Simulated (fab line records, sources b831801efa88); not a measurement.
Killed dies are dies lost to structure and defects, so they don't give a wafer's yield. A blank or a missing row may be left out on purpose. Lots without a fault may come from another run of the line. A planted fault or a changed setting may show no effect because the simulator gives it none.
fab line records | flow sky130 | part 2 of 2: steps 29 to 41 of 41
record lots=5 wafers=15 last_day=50
route steps=708 shown SD_N@358 SD_P@359 RES_XHIGH@360 SALICIDE@361 LI_CONTACT@362 LOCAL_INTERCONNECT@387
lots that met no fault: from a run of the same line without faults
start_h: hours from the record's first day to the start of the lot's first wafer shown | wait_h: hours since the lot's step before | " the same as in the row above | L1.1+2: a row that stands for several wafers | - no value, or no start given | * or withheld: withheld | < > ~ a bound
route shown NAME@n: a module of which the file shows steps, and the number in the route of the first | usual: mean/standard deviation of fault-free wafers | same: alike in all rows | chamber/n: place in a boat | sites: the reading at each site | _std_site: their standard deviation | _edge_site: outer sites' mean less inner sites' | radius_mm: how far each site lies from the wafer's centre | mask NAME#n: copy n | behind: the tool/chamber that last shaped the wafer | hold: why the lot was held/for how many hours/how that ended | device: the transistor (n, p or np) that didn't switch | end of line: the same wafers' tests at the end of the route | a step without rows: its recipe alone | killed: dies lost to structure and defects at the first sort, not the wafer's yield | map: a wafer's dies, x killed, . not, _ none there
set.NAME: the setting as run; set.NAME@STEP: as run at that earlier step | model.NAME: the simulator's own value behind a step, which no gauge read
lots at some steps of the route; a table a step, a row a wafer
services: from which hour (start_h, from the record's first day; less than 0 if before it) a tool's chamber was out of use, for how many hours, and why
## steps
# step SKY_LI_CONTACT_CMP_24
# recipe stop_on=PSG t_overpolish_s=20 down_force_psi=3.5 platen_rpm=60 target_thk_nm=0 pad_velocity_m_s=0.94248
# usual motor_current_A=10.8/1.6 overpolish_run_s=19.999/0.0089 slurry_flow_ml_min=150.0/0.45 time_to_endpoint_s=100/3.5
# columns lot.wafer tool chamber start_h wait_h motor_current_A overpolish_run_s slurry_flow_ml_min time_to_endpoint_s
L078.3 cmp-02 1 709.98 0.0 8.8 19.976 150.3 104
L078.1 " 2 " " 9.4 19.993 150.8 99
L078.4 " 3 " " 10.1 20.001 149.9 105
L079.3 cmp-02 1 719.53 0.1 9.0 19.998 150.0 102
L079.4 " 2 " " 9.9 19.991 149.9 97
L079.1 " 3 " " 10.6 19.990 149.0 99
L080.1 cmp-02 1 733.86 0.1 9.0 20.014 150.8 97
L080.3 " 2 " " 9.9 20.022 150.0 95
L080.5 " 0 " " 11.2 20.000 150.1 98
L082.3 cmp-02 2 751.13 0.1 9.6 19.982 148.7 105
L082.1 " 3 " " 9.8 20.007 149.9 100
L082.5 " 1 " " 9.0 20.008 150.0 103
L095.2 cmp-02 0 861.53 0.0 11.6 19.994 150.3 102
L095.3 " 1 " " 8.6 20.005 150.5 104
L095.6 " 0 " " 11.6 19.997 150.2 107
# step SKY_LOCAL_INTERCONNECT_SPUTTER_00
# recipe material=TiN target_thk_nm=100 temp_c=300 power_w=6500 time_s=83.3 chamber_pressure_pa=0.4
# usual throttle_valve_pct=29.5/1.1
# columns lot.wafer tool chamber start_h wait_h throttle_valve_pct
L078.1 pvd_sputter-01 - 710.28 0.2 31.2
L078.3 " - " " 29.3
L078.4 " - " " 31.1
L079.1 pvd_sputter-01 - 719.78 0.1 31.2
L079.3 " - " " 29.4
L079.4 " - " " 31.0
L080.1 pvd_sputter-01 - 734.11 0.2 29.7
L080.3 " - " " 30.5
L080.5 " - " " 29.9
L082.1 pvd_sputter-01 - 751.33 0.1 31.1
L082.3 " - " " 29.8
L082.5 " - " " 29.6
L095.2 pvd_sputter-02 - 861.83 0.2 28.3
L095.3 " - " " 30.4
L095.6 " - " " 27.3
# step SKY_LOCAL_INTERCONNECT_RS_MEAS_01
# recipe thk_meas_gauge=four-point-probe reads=TiN_of_LOCAL_INTERCONNECT_SPUTTER_00
# usual LOCAL_INTERCONNECT_TIN_RS=14.19/0.18
# columns lot.wafer tool chamber start_h wait_h LOCAL_INTERCONNECT_TIN_RS[ohm/sq]
L078.1 film_metro-01 - 710.34 0.0 14.04
L078.3 " - " " 14.02
L078.4 " - " " 13.93
L079.1 film_metro-02 - 719.84 0.0 13.94
L079.3 " - " " 13.86
L079.4 " - " " 13.90
L080.1 film_metro-02 - 734.17 0.0 14.25
L080.3 " - " " 14.39
L080.5 " - " " 14.31
L082.1 film_metro-01 - 751.39 0.0 14.24
L082.3 " - " " 14.48
L082.5 " - " " 14.32
L095.2 film_metro-01 - 861.91 0.1 13.94
L095.3 " - " " 13.90
L095.6 " - " " 14.09
# step SKY_LOCAL_INTERCONNECT_THK_MEAS_02
# recipe thk_meas_gauge=xrf reads=TiN_of_LOCAL_INTERCONNECT_SPUTTER_00
# usual LOCAL_INTERCONNECT_TIN_THK=99.9/1.3
# columns lot.wafer tool chamber start_h wait_h LOCAL_INTERCONNECT_TIN_THK[nm]
L078.1 film_metro-01 - 710.46 0.1 101.0
L078.3 " - " " 101.2
L078.4 " - " " 101.7
L079.1 film_metro-02 - 719.96 0.1 101.8
L079.3 " - " " 102.3
L079.4 " - " " 101.8
L080.1 film_metro-02 - 734.29 0.1 99.7
L080.3 " - " " 99.1
L080.5 " - " " 99.5
L082.1 film_metro-01 - 751.51 0.1 99.7
L082.3 " - " " 97.7
L082.5 " - " " 98.7
L095.2 film_metro-01 - 862.02 0.1 101.5
L095.3 " - " " 102.2
L095.6 " - " " 100.4
# step SKY_LOCAL_INTERCONNECT_DEHYDRATE_03
# recipe temp_c=200 time_s=60
# columns lot.wafer tool chamber start_h wait_h
L078.1+3+4 litho_track-01 0 724.21 13.7
L079.1+3+4 litho_track-01 0 733.76 13.8
L080.1+3+5 litho_track-04 0 747.41 13.1
L082.1+3+5 litho_track-04 0 765.16 13.6
L095.2+3+6 litho_track-02 0 874.19 12.2
# step SKY_LOCAL_INTERCONNECT_HMDS_04
# recipe prime_time_s=60 prime_temp_c=120
# columns lot.wafer tool chamber start_h wait_h
L078.1+3+4 litho_track-01 0 724.36 0.1
L079.1+3+4 litho_track-01 0 733.91 0.1
L080.1+3+5 litho_track-04 0 747.56 0.1
L082.1+3+5 litho_track-04 0 765.31 0.1
L095.2+3+6 litho_track-02 0 874.34 0.1
# step SKY_LOCAL_INTERCONNECT_COAT_05
# recipe resist=BARC temp_c=withheld time_s=withheld spin_rpm=3000 resist_thk_nm=60
# columns lot.wafer tool chamber start_h wait_h
L078.1+3+4 litho_track-01 0 724.51 0.1
L079.1+3+4 litho_track-01 0 734.06 0.1
L080.1+3+5 litho_track-04 0 747.71 0.1
L082.1+3+5 litho_track-04 0 765.46 0.1
L095.2+3+6 litho_track-02 0 874.49 0.1
# step SKY_LOCAL_INTERCONNECT_COAT_06
# recipe resist=KrF-thick spin_rpm=3000 resist_thk_nm=450
# columns lot.wafer tool chamber start_h wait_h
L078.1+3+4 litho_track-01 0 - -
L079.1+3+4 litho_track-01 0 - -
L080.1+3+5 litho_track-04 0 - -
L082.1+3+5 litho_track-04 0 - -
L095.2+3+6 litho_track-02 0 - -
# step SKY_LOCAL_INTERCONNECT_SOFTBAKE_07
# recipe temp_c=100 time_s=90 resist=KrF-thick
# columns lot.wafer tool chamber start_h wait_h
L078.1+3+4 litho_track-01 0 - -
L079.1+3+4 litho_track-01 0 - -
L080.1+3+5 litho_track-04 0 - -
L082.1+3+5 litho_track-04 0 - -
L095.2+3+6 litho_track-02 0 - -
# step SKY_LOCAL_INTERCONNECT_EXPOSE_08
# recipe mask_id=LI1M na=0.8 source_shape=annular sigma_inner=0.55 sigma_outer=0.85 target_cd_nm=170 dose_mj=28
# columns lot.wafer tool chamber start_h wait_h mask
L078.1+3+4 krf_scanner-01 0 - - LI1M#0
L079.1+3+4 krf_scanner-01 0 - - LI1M#0
L080.1+3+5 krf_scanner-01 0 - - LI1M#0
L082.1+3+5 krf_scanner-02 0 - - LI1M#0
L095.2+3+6 krf_scanner-02 0 - - LI1M#0
# step SKY_LOCAL_INTERCONNECT_PEB_09
# recipe peb_temp_c=withheld peb_time_s=withheld resist=KrF-thick
# columns lot.wafer tool chamber start_h wait_h
L078.1+3+4 litho_track-01 0 - -
L079.1+3+4 litho_track-01 0 - -
L080.1+3+5 litho_track-01 0 - -
L082.1+3+5 litho_track-01 0 - -
L095.2+3+6 litho_track-04 0 - -
# step SKY_LOCAL_INTERCONNECT_DEVELOP_10
# recipe develop_time_s=60 resist=KrF-thick dev_temp_c=21
# usual developer_temp_C=20.98/0.11
# columns lot.wafer tool chamber start_h wait_h developer_temp_C
L078.1 litho_track-01 0 - - 21.03
L078.3 " 0 " " 21.14
L078.4 " 0 " " 21.00
L079.1 litho_track-01 0 - - 20.93
L079.3 " 0 " " 20.87
L079.4 " 0 " " 20.82
L080.1 litho_track-01 0 - - 20.97
L080.3 " 0 " " 20.99
L080.5 " 0 " " 21.01
L082.1 litho_track-01 0 - - 21.11
L082.3 " 0 " " 21.03
L082.5 " 0 " " 21.03
L095.2 litho_track-04 0 - - 20.91
L095.3 " 0 " " 20.78
L095.6 " 0 " " 20.87
# step SKY_LOCAL_INTERCONNECT_CD_MEAS_11
# recipe target_cd_nm=170
# usual cd_nm=169.9/1.3
# columns lot.wafer tool chamber start_h wait_h cd_nm
L078.1 cd_sem-02 - 738.46 - 171.9
L078.3 " - " " 171.1
L078.4 " - " " 170.7
L079.1 cd_sem-01 - 747.91 - 167.2
L079.3 " - " " 168.2
L079.4 " - " " 168.3
L080.1 cd_sem-02 - 762.31 - 172.3
L080.3 " - " " 171.4
L080.5 " - " " 171.5
L082.1 cd_sem-01 - 779.06 - 168.9
L082.3 " - " " 167.7
L082.5 " - " " 169.3
L095.2 cd_sem-02 - 887.69 - 168.7
L095.3 " - " " 169.4
L095.6 " - " " 169.5
## services
# columns tool chamber start_h hours kind
cmp-02 - 666.57 6.2 pm
wet_bench-03 - 672.32 1.8 repair
rie_diel-01 1 686.70 9.7 repair
pvd_sputter-01 - 711.02 6.3 repair
cmp-02 - 716.76 0.8 repair
krf_scanner-01 - 720.33 1.2 repair
plasma_asher-01 - 723.63 6.1 repair
rie_diel-01 - 730.91 0.5 repair
krf_scanner-01 - 731.74 0.8 pm
krf_scanner-01 - 740.45 1.3 pm
cmp-02 - 745.46 0.4 repair
krf_scanner-01 - 752.27 4.4 pm
pvd_sputter-01 - 756.69 4.0 repair
rie_diel-01 3 770.21 16.2 repair
krf_scanner-01 - 771.87 3.6 pm
rie_diel-01 2 780.17 17.8 repair
pvd_sputter-01 - 786.14 1.7 repair
cmp-02 - 788.36 1.5 repair
krf_scanner-01 - 802.96 1.0 pm
plasma_asher-01 - 805.76 2.8 pm
krf_scanner-01 - 807.23 0.5 repair
plasma_asher-01 - 833.46 3.6 repair
pvd_sputter-01 - 853.43 13.4 repair
pvd_sputter-03 - 867.32 3.9 repair
